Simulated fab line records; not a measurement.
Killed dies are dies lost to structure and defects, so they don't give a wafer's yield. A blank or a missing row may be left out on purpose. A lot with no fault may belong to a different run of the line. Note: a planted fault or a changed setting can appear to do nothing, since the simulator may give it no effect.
fab line records    flow sfqLine
[record] lots = 6  wafers = 18  lastDay = 92
route steps=325 shown L0V@20 M0@28
lots that met no fault: taken from a fault-free run of the same line
startH: hours from the record's first day to the start of the lot's first wafer shown    waitH: hours since the lot's step before    " the same as in the row above    L1.1+2: one row covering several wafers at once    - no value, or no start was given    * or withheld: withheld    < > ~ a bound
route shown NAME@n: NAME is a module with steps in the file, n the number in the route of the first one    usual: the fault-free wafers' mean and standard deviation    same: alike in all rows    chamber/n: place in a boat    sites: each site's reading    _std_site: standard deviation of those values    _edge_site: outer sites' mean less inner sites'    radiusMm: how far each site lies from the wafer's centre    mask NAME#n: copy n    behind: the tool/chamber that last shaped the wafer    hold: what put the lot on hold/how long, in hours/how the hold closed    device: the n, p or np transistor that did not switch    end of line: the route-end tests of the same wafers    where a step has no rows: the recipe by itself    killed: not the wafer's yield, but the dies lost to structure and defects at the first sort    map: dies across one wafer; x = killed, . = not, _ = none there
set.NAME: setting as actually run; set.NAME@STEP: the setting as run at that earlier step    model.NAME: the simulator's own value behind a step, which no gauge read
certain route steps with their lots: each step a table, each wafer a row
services: the hour from which a tool's chamber was out of use, counted from the record's first day as startH (under 0 if before that day), plus the number of hours and why
[[steps]]
[step SFQ_TRILAYER_L0_VIA_LITHO_EXPOSE_014]
[recipe] maskId = L0V  na = 0.6  sourceShape = conventional  sigmaOuter = 0.65  targetCdNm = 700  doseMj = 21.3
[step SFQ_TRILAYER_L0_VIA_LITHO_PEB_016]
[recipe] pebTempC = 115  pebTimeS = 60  resist = KrF
[step SFQ_TRILAYER_L0_VIA_LITHO_DEVELOP_015]
[recipe] timeS = 60  resist = KrF
[step SFQ_L0V_OVL_MEAS_903]
[usual] L0V_OVL = -1/4.9
lot.wafer  tool        chamber  startH  waitH  L0V_OVL[nm]
L452.1     overlay-01  -        162.14  0.1    2
L452.5     "           -        "       "      8
L452.6     "           -        "       "      7
L453.1     overlay-02  -        168.14  0.1    -3
L453.4     "           -        "       "      1
L453.6     "           -        "       "      -8
L457.2     overlay-02  -        202.92  0.1    -9
L457.4     "           -        "       "      -10
L457.6     "           -        "       "      -12
L460.1     overlay-01  -        217.31  0.1    -2
L460.2     "           -        "       "      -9
L460.6     "           -        "       "      -1
L464.1     overlay-01  -        237.81  0.1    1
L464.2     "           -        "       "      4
L464.5     "           -        "       "      4
L472.1     overlay-01  -        299.88  0.1    -1
L472.5     "           -        "       "      -1
L472.6     "           -        "       "      -2
[step SFQ_TRILAYER_L0_VIA_BARC_OPEN_VIA_ETCH_021]
[recipe] maskMaterial = PR  chemistry = O2  targetDepthNm = 125  target = BARC  sourceW = 500  biasW = 80  pressureMtorr = 30  timeS = 41.7
[usual] drypumpMotorCurrentA = 5.4/0.53  oesProductAu = 0.685/0.0047
lot.wafer  tool        chamber  startH  waitH  drypumpMotorCurrentA  oesProductAu  rfHoursCounterH
L452.1     rieDiel-02  0        162.17  0.0    5.5                   0.687         99
L452.5     "           3        "       "      5.8                   0.682         -
L452.6     "           0        "       "      5.5                   0.683         -
L453.1     rieDiel-04  1        168.17  0.0    5.4                   0.684         6
L453.4     "           2        "       "      5.3                   0.686         77
L453.6     "           3        "       "      6.1                   0.690         -
L457.2     rieDiel-02  1        202.95  0.0    5.0                   0.686         136
L457.4     "           3        "       "      5.8                   0.686         104
L457.6     "           1        "       "      5.0                   0.681         -
L460.1     rieDiel-04  1        217.35  0.0    5.3                   0.688         6
L460.2     "           2        "       "      5.3                   0.687         77
L460.6     "           2        "       "      5.3                   0.681         -
L464.1     rieDiel-02  1        237.85  0.0    5.0                   0.682         136
L464.2     "           2        "       "      5.0                   0.689         21
L464.5     "           3        "       "      5.8                   0.691         -
L472.1     rieDiel-03  0        299.92  0.0    6.5                   0.691         6
L472.5     "           1        "       "      5.0                   0.687         -
L472.6     "           3        "       "      4.7                   0.688         -
[step SFQ_TRILAYER_L0_VIA_ETCH_VIA_ETCH_016]
[recipe] target = SiO2  stopOn = MoNx_KI  maskMaterial = PR  chemistry = CHF3  targetDepthNm = 80  sourceW = 500  biasW = 80  pressureMtorr = 30  timeS = withheld
[usual] drypumpMotorCurrentA = 5.4/0.52  oesProductAu = 0.842/0.0073
lot.wafer  tool        chamber  startH  waitH  drypumpMotorCurrentA  oesProductAu
L452.1     rieDiel-02  0        162.21  0.0    5.5                   0.843
L452.5     "           3        "       "      5.8                   0.840
L452.6     "           0        "       "      5.6                   0.846
L453.1     rieDiel-04  1        168.21  0.0    5.3                   0.842
L453.4     "           2        "       "      5.3                   0.843
L453.6     "           3        "       "      6.1                   0.846
L457.2     rieDiel-02  1        202.99  0.0    5.0                   0.833
L457.4     "           3        "       "      5.8                   0.851
L457.6     "           1        "       "      5.0                   0.839
L460.1     rieDiel-04  1        217.39  0.0    5.4                   0.840
L460.2     "           2        "       "      5.3                   0.826
L460.6     "           2        "       "      5.3                   0.847
L464.1     rieDiel-02  1        237.89  0.0    5.0                   0.833
L464.2     "           2        "       "      5.0                   0.835
L464.5     "           3        "       "      5.8                   0.843
L472.1     rieDiel-03  0        299.96  0.0    6.5                   0.826
L472.5     "           1        "       "      5.0                   0.843
L472.6     "           3        "       "      4.7                   0.845
[step SFQ_TRILAYER_L0_VIA_STRIP_STRIP_017]
[recipe] gas = O2  powerW = 200  platenTempC = 40  overashFraction = 0.65  chemistry = O2  pressureMtorr = 50
[usual] drypumpMotorCurrentA = 6.0/0.43  oesProductAu = 1.000/0.011
lot.wafer  tool         chamber  startH  waitH  drypumpMotorCurrentA  oesProductAu  rfHoursCounterH
L452.1     rieMetal-01  1        162.26  -      6.1                   1.006         102
L452.5     "            1        "       "      6.1                   0.999         -
L452.6     "            0        "       "      6.0                   1.006         -
L453.1     rieMetal-01  1        168.26  -      6.1                   0.999         103
L453.4     "            1        "       "      6.1                   0.995         -
L453.6     "            0        "       "      5.9                   1.001         -
L457.2     rieMetal-03  0        203.03  -      6.7                   0.999         30
L457.4     "            0        "       "      6.6                   0.993         -
L457.6     "            1        "       "      5.7                   1.003         -
L460.1     rieMetal-01  0        217.43  -      5.9                   1.022         179
L460.2     "            1        "       "      6.1                   1.000         112
L460.6     "            0        "       "      6.0                   1.006         -
L464.1     rieMetal-04  1        237.93  -      5.1                   1.010         34
L464.2     "            0        "       "      6.4                   0.996         41
L464.5     "            0        "       "      6.4                   1.005         -
L472.1     rieMetal-01  1        300.01  -      6.1                   1.013         130
L472.5     "            0        "       "      5.9                   1.015         -
L472.6     "            1        "       "      6.1                   1.005         -
[step SFQ_TRILAYER_L0_VIA_STRIP_SOLV_CLEAN_018]
[recipe] chemistry = NMP  tempC = 70  timeS = 600
[step SFQ_TRILAYER_M0_DEP_PRE_CLEAN_020]
[recipe] gas = Ar  timeS = 15  biasV = 250
[step SFQ_TRILAYER_M0_DEP_SPUTTER_019]
[recipe] material = Nb  basePressurePa = 1.33e-06  chamberPressurePa = 0.1333  substrateTempC = 20  resputterCathodeVoltageV = 400  targetThkNm = 200  powerW = 2000  timeS = 133.3
[usual] throttleValvePct = 29.7/0.76
lot.wafer  tool           chamber  startH  waitH  throttleValvePct
L452.1     pvdSputter-05  -        163.26  0.0    30.0
L452.5     "              -        "       "      30.3
L452.6     "              -        "       "      29.7
L453.1     pvdSputter-05  -        169.06  0.0    28.6
L453.4     "              -        "       "      29.7
L453.6     "              -        "       "      29.4
L457.2     pvdSputter-05  -        203.83  0.0    28.5
L457.4     "              -        "       "      30.3
L457.6     "              -        "       "      29.4
L460.1     pvdSputter-05  -        218.23  0.0    29.3
L460.2     "              -        "       "      29.9
L460.6     "              -        "       "      28.6
L464.1     pvdSputter-04  -        238.73  0.0    30.6
L464.2     "              -        "       "      31.1
L464.5     "              -        "       "      29.3
L472.1     pvdSputter-05  -        300.81  0.0    29.4
L472.5     "              -        "       "      29.6
L472.6     "              -        "       "      30.1
[step SFQ_M0_RS_MEAS_904]
[recipe] thkMeasGauge = four-point-probe  reads = Nb_of_TRILAYER_M0_DEP_SPUTTER_019
[usual] M0_NB_RS = 0.892/0.01
lot.wafer  tool          chamber  startH  waitH  M0_NB_RS[ohm/sq]
L452.1     filmMetro-01  -        163.35  0.0    0.889
L452.5     "             -        "       "      0.883
L452.6     "             -        "       "      0.890
L453.1     filmMetro-01  -        169.15  0.0    0.883
L453.4     "             -        "       "      0.895
L453.6     "             -        "       "      0.892
L457.2     filmMetro-01  -        203.94  0.1    0.881
L457.4     "             -        "       "      0.881
L457.6     "             -        "       "      0.888
L460.1     filmMetro-02  -        218.32  0.0    0.874
L460.2     "             -        "       "      0.882
L460.6     "             -        "       "      0.870
L464.1     filmMetro-02  -        238.82  0.0    0.895
L464.2     "             -        "       "      0.896
L464.5     "             -        "       "      0.894
L472.1     filmMetro-02  -        300.90  0.0    0.892
L472.5     "             -        "       "      0.900
L472.6     "             -        "       "      0.893
[step SFQ_TRILAYER_M0_LITHO_COAT_026]
[recipe] resist = BARC  spinRpm = 3000  resistThkNm = 62
[usual] dispensePressureKPa = 52.4/2.6  exhaustPa = 45.1/0.93  spinSpeedRpm = 3000.0/1.8
lot.wafer  tool           chamber  startH  waitH  dispensePressureKPa  exhaustPa  spinSpeedRpm  model.BARC_of_TRILAYER_M0_LITHO_COAT_026.thkNm
L452.1     lithoTrack-03  0        163.53  0.1    54.6                 45.5       3000.3        62.05
L452.5     "              0        "       "      54.6                 46.3       2998.8        62.04
L452.6     "              0        "       "      54.6                 45.7       2997.6        61.9
L453.1     lithoTrack-02  0        169.33  0.1    48.8                 43.9       3002.1        61.73
L453.4     "              0        "       "      48.8                 44.7       3001.5        61.92
L453.6     "              0        "       "      48.8                 45.4       3003.0        61.66
L457.2     lithoTrack-02  0        204.15  0.1    48.8                 46.0       3187.2        60.05
L457.4     "              0        "       "      48.8                 46.0       3184.1        60.1
L457.6     "              0        "       "      48.8                 45.5       3186.6        60.17
L460.1     lithoTrack-02  0        218.50  0.1    48.7                 44.5       3185.4        59.91
L460.2     "              0        "       "      48.8                 43.5       3182.3        59.97
L460.6     "              0        "       "      48.8                 44.3       3185.8        59.8
L464.1     lithoTrack-01  0        239.00  0.1    54.0                 45.3       2997.1        62.14
L464.2     "              0        "       "      54.0                 44.4       3000.5        62.2
L464.5     "              0        "       "      54.0                 45.8       2999.3        61.9
L472.1     lithoTrack-03  0        301.08  0.1    54.6                 44.2       2999.0        61.76
L472.5     "              0        "       "      54.6                 45.4       3000.8        61.91
L472.6     "              0        "       "      54.6                 46.6       3000.2        62.07
[step SFQ_TRILAYER_M0_LITHO_COAT_021]
[recipe] resist = KrF  spinRpm = 3000  resistThkNm = 600
[step SFQ_TRILAYER_M0_LITHO_SOFTBAKE_025]
[recipe] tempC = withheld  timeS = withheld  resist = KrF
[step SFQ_TRILAYER_M0_LITHO_EXPOSE_022]
[recipe] maskId = M0  na = 0.6  sourceShape = conventional  sigmaOuter = 0.65  targetCdNm = 500  doseMj = 14.4
[step SFQ_TRILAYER_M0_LITHO_PEB_024]
[recipe] pebTempC = 115  pebTimeS = 60  resist = KrF
[step SFQ_TRILAYER_M0_LITHO_DEVELOP_023]
[recipe] timeS = 60  resist = KrF
[step SFQ_M0_OVL_MEAS_906]
[usual] M0_OVL = 0/5.7
lot.wafer  tool        chamber  startH  waitH  M0_OVL[nm]
L452.1     overlay-02  -        254.61  0.1    3
L452.5     "           -        "       "      3
L452.6     "           -        "       "      6
L453.1     overlay-01  -        259.41  0.1    1
L453.4     "           -        "       "      6
L453.6     "           -        "       "      -8
L457.2     overlay-01  -        303.49  0.1    3
L457.4     "           -        "       "      -7
L457.6     "           -        "       "      -9
L460.1     overlay-01  -        327.48  0.1    5
L460.2     "           -        "       "      -4
L460.6     "           -        "       "      -2
L464.1     overlay-01  -        358.79  0.1    -2
L464.2     "           -        "       "      -2
L464.5     "           -        "       "      -2
L472.1     overlay-01  -        431.91  0.1    -6
L472.5     "           -        "       "      -6
L472.6     "           -        "       "      -9
[step SFQ_TRILAYER_M0_BARC_OPEN_METAL_ETCH_031]
[recipe] maskMaterial = PR  chemistry = O2  targetDepthNm = 125  target = BARC  icpW = 600  biasW = 80  pressureMtorr = 10  timeS = 41.7
[usual] drypumpMotorCurrentA = 6.09/0.28  oesProductAu = 0.685/0.0048
lot.wafer  tool         chamber  startH  waitH  drypumpMotorCurrentA  oesProductAu  rfHoursCounterH  model.etch.depthNm
L452.1     rieMetal-01  0        254.65  0.0    5.93                  0.682         184              62.05
L452.5     "            0        "       "      5.93                  0.689         -                62.04
L452.6     "            1        "       "      6.08                  0.685         -                61.9
L453.1     rieMetal-03  0        259.45  0.0    6.61                  0.686         39               61.73
L453.4     "            0        "       "      6.58                  0.690         -                61.92
L453.6     "            1        "       "      5.74                  0.685         -                61.66
L457.2     rieMetal-03  0        303.52  0.0    6.56                  0.669         48               60.05
L457.4     "            1        "       "      5.73                  0.685         -                60.1
L457.6     "            0        "       "      6.59                  0.679         -                60.17
L460.1     rieMetal-02  0        327.52  0.0    6.22                  0.671         83               59.91
L460.2     "            1        "       "      5.92                  0.674         26               59.97
L460.6     "            1        "       "      5.91                  0.678         -                59.8
L464.1     rieMetal-02  1        358.83  0.0    5.91                  0.689         32               62.14
L464.2     "            0        "       "      6.25                  0.688         89               62.2
L464.5     "            1        "       "      5.88                  0.686         -                61.9
L472.1     rieMetal-01  0        431.94  0.0    5.92                  0.677         22               61.76
L472.5     "            0        "       "      5.91                  0.682         -                61.91
L472.6     "            1        "       "      6.07                  0.690         -                62.07
[step SFQ_TRILAYER_M0_ETCH_METAL_ETCH_024]
[recipe] target = Nb  stopOn = SiO2  maskMaterial = PR  chemistry = Cl2/Ar  targetDepthNm = 240  icpW = 600  biasW = 80  pressureMtorr = 10  timeS = 120
[usual] drypumpMotorCurrentA = 6.09/0.29  oesProductAu = 0.893/0.0067
lot.wafer  tool         chamber  startH  waitH  drypumpMotorCurrentA  oesProductAu  rfHoursCounterH
L452.1     rieMetal-01  0        254.71  0.0    5.98                  0.891         184
L452.5     "            0        "       "      5.96                  0.896         -
L452.6     "            1        "       "      6.09                  0.896         -
L453.1     rieMetal-03  0        259.51  0.0    6.57                  0.893         39
L453.4     "            0        "       "      6.60                  0.897         -
L453.6     "            1        "       "      5.72                  0.896         -
L457.2     rieMetal-03  0        303.58  0.0    6.65                  0.900         48
L457.4     "            1        "       "      5.73                  0.896         -
L457.6     "            0        "       "      6.61                  0.905         -
L460.1     rieMetal-02  0        327.58  0.0    6.25                  0.905         83
L460.2     "            1        "       "      5.89                  0.898         26
L460.6     "            1        "       "      5.88                  0.903         -
L464.1     rieMetal-02  1        358.89  0.0    5.88                  0.888         32
L464.2     "            0        "       "      6.24                  0.895         89
L464.5     "            1        "       "      5.88                  0.882         -
L472.1     rieMetal-01  0        432.00  0.0    5.96                  0.892         22
L472.5     "            0        "       "      6.01                  0.895         -
L472.6     "            1        "       "      6.08                  0.893         -
[[services]]
tool           chamber  startH  hours  kind
rieDiel-03     2        144.82  1.8    repair
rieDiel-02     2        150.39  52.5   repair
rieDiel-03     0        166.15  1.6    repair
rieMetal-04    1        166.51  7.1    repair
rieDiel-03     -        166.93  0.7    repair
rieMetal-02    -        172.43  0.8    repair
rieDiel-02     0        198.23  2.0    repair
rieDiel-02     2        216.32  4.4    repair
rieDiel-03     2        224.86  3.7    repair
rieDiel-03     0        239.54  11.6   repair
rieMetal-02    -        253.29  14.6   pm
rieMetal-04    -        259.33  0.8    repair
pvdSputter-04  -        259.47  7.7    repair
rieDiel-02     -        276.77  0.5    repair
rieDiel-04     2        277.60  5.1    repair
rieDiel-03     2        297.06  44.8   repair
rieMetal-04    -        336.13  1.4    pm
rieDiel-02     0        339.39  1.5    repair
pvdSputter-05  -        364.57  6.3    repair
rieDiel-04     2        365.71  4.6    repair
pvdSputter-05  -        369.30  2.3    repair
rieDiel-04     0        375.23  6.0    repair
rieDiel-02     -        377.74  0.4    repair
rieMetal-01    1        389.06  20.2   repair
[[key]]
[firstSign] step = SFQ_TRILAYER_M0_LITHO_COAT_026  reading = spinSpeedRpm  direction = up  sigmas = 99+  usual = 3000.0  struck = 3185.2
effect none on later readings
[modelEffect] step = SFQ_TRILAYER_M0_LITHO_COAT_026  value = BARC_of_TRILAYER_M0_LITHO_COAT_026.thkNm  without = 61.82  struck = 60
[modelEffect] step = SFQ_TRILAYER_M0_BARC_OPEN_METAL_ETCH_031  value = etch.depthNm  without = 61.82  struck = 60
metAt SFQ_TRILAYER_M0_LITHO_COAT_026
struckWafers L457.2,L457.4,L457.6,L460.1,L460.2,L460.6
onsetBetween 169.33 204.15
[fault] kind = processParameterDrift  tool = lithoTrack-02  chamber = -  onsetH = 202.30  steps = SFQ_TRILAYER_M0_LITHO_COAT_026  channel = spinRpm  offset = 185.33  shape = step  endH = 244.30  actsIn = theseRecipesOnly  stated = 3000
